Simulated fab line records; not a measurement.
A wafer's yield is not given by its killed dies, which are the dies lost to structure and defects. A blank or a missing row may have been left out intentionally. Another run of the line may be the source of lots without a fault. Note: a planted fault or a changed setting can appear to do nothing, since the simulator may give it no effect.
Chamber matching    flow gf180mcu    4 sister chambers for GF_V5_ETCH_16 on rieDiel-04
The step etches BARC in N2/H2. 14 wafers are shown with their chamber, then 7 later ones without.

WAFERS WITH THEIR CHAMBER
wafer   chamber  h2FlowSccm (sccm)  oesProductAu (a.u.)  throttleValvePct (%)
L114.2  2        200.7              0.856                13.218
L114.5  2        199.8              0.861                13.220
L114.6  3        200.7              0.862                13.247
L115.1  2        200.6              0.841                13.225
L115.4  3        199.9              0.849                13.213
L115.5  2        201.1              0.850                13.230
L116.2  3        200.7              0.847                13.221
L116.3  0        200.6              0.854                13.223
L116.5  3        199.6              0.849                13.219
L117.1  1        200.5              0.845                13.217
L117.2  0        199.4              0.856                13.230
L117.6  3        200.6              0.852                13.237
L125.2  3        200.7              0.860                13.230
L125.5  1        199.1              0.853                13.235

SIGNATURES, as means of the wafers listed above
reading           chamber 0  chamber 1  chamber 2  chamber 3  scatter within a chamber
h2FlowSccm        200.000    199.800    200.550    200.367    0.615
oesProductAu      0.85500    0.84900    0.85200    0.85317    0.00674
throttleValvePct  13.22650   13.22600   13.22325   13.22783   0.0104
Rule: for each reading, subtract the chamber's mean from the wafer's reading, divide by that reading's scatter and square the result; add these up over the readings and take the root, which gives the wafer's distance from the chamber. If the next closest chamber is less than 2 further off than the closest, the wafer can't be placed; otherwise it belongs to the closest. The scatter is the square root of a quotient: the sum, over the shown wafers, of each reading's squared deviation from its chamber's mean, divided by wafers minus chambers.

WAFERS MISSING THEIR CHAMBER
wafer   h2FlowSccm (sccm)  oesProductAu (a.u.)  throttleValvePct (%)
L125.6  200.1              0.849                13.227
L129.1  199.6              0.849                13.243
L129.4  200.2              0.861                13.236
L129.5  200.0              0.854                13.217
L130.1  199.9              0.855                13.223
L130.4  200.1              0.860                13.213
L130.6  200.6              0.856                13.222

CHAMBER TAKEN BY EACH
wafer   from the rows above                in truth
L125.6  can't be placed: 1 or 3 or 0 or 2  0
L129.1  can't be placed: 1 or 0 or 3 or 2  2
L129.4  can't be placed: 0 or 3 or 2 or 1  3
L129.5  can't be placed: 0 or 2 or 1 or 3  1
L130.1  can't be placed: 0 or 3 or 1 or 2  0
L130.4  can't be placed: 0 or 2 or 3 or 1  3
L130.6  can't be placed: 2 or 3 or 0 or 1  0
Placed correctly: 0 of 7. Can't be placed from these rows: 7 (the true chamber is among the candidates in 7). Number placed wrongly: 0.
